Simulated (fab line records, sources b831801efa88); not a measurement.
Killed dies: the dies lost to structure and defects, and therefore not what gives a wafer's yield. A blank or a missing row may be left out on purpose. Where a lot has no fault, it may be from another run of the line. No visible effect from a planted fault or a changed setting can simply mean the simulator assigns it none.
One fault seen from 2 desks ; flow sky130 ; every desk sees just its own numbers, and what lay behind them comes last

## DESK OF THE TOOL OWNER: pecvd-03
The tool's own readings at SKY_PASSIVATION_CVD_02 (deposits Si3N4, target thk 540 nm): means of the sampled wafers that have a number, for each lot that ran on this tool. Any lot whose mean is over 4 standard deviations away from the usual mean is out of limits and marked OUT; that distance is given in the brackets.
Columns: A = heater_power_w at SKY_PASSIVATION_CVD_02, usual 667 W
lot;first seen here;A
L212;day 44 00:58;609
L219;day 46 10:19;692
L220;day 46 11:44;685
L221;day 46 21:46;652
L231;day 49 19:13;671
This desk's verdict: no lot among the 5 shows anything out of limits.

## FROM THE METROLOGY DESK
What the gauges read, lot by lot, whatever tool the lot ran on: means of the sampled wafers that have a number. Any lot whose mean is over 4 standard deviations away from the usual mean is out of limits and marked OUT; that distance is given in the brackets.
Columns: A = METAL4_OVL at SKY_METAL4_OVL_MEAS_14, usual 0 nm; B = PASSIVATION_CVD_02_THK at SKY_PASSIVATION_THK_MEAS_03, usual 541 nm
lot;first seen here;A;B
L212;day 41 21:51;6;540
L213;day 42 18:24;2;546
L219;day 44 10:56;1;529
L220;day 44 12:53;5;522
L221;day 45 00:44;-4;531
L229;day 47 15:40;4;543
L230;day 47 19:16;0;536
L231;day 48 02:13;-4;536
L232;day 48 03:27;-7;535
L235;day 48 10:50;-1;541
This desk's verdict: no lot among the 10 shows anything out of limits.

## BROUGHT TOGETHER
The desk of the tool owner found nothing out of limits.
From the metrology desk's view, nothing was out of limits.

## WHAT THE SIMULATOR HAD INSERTED
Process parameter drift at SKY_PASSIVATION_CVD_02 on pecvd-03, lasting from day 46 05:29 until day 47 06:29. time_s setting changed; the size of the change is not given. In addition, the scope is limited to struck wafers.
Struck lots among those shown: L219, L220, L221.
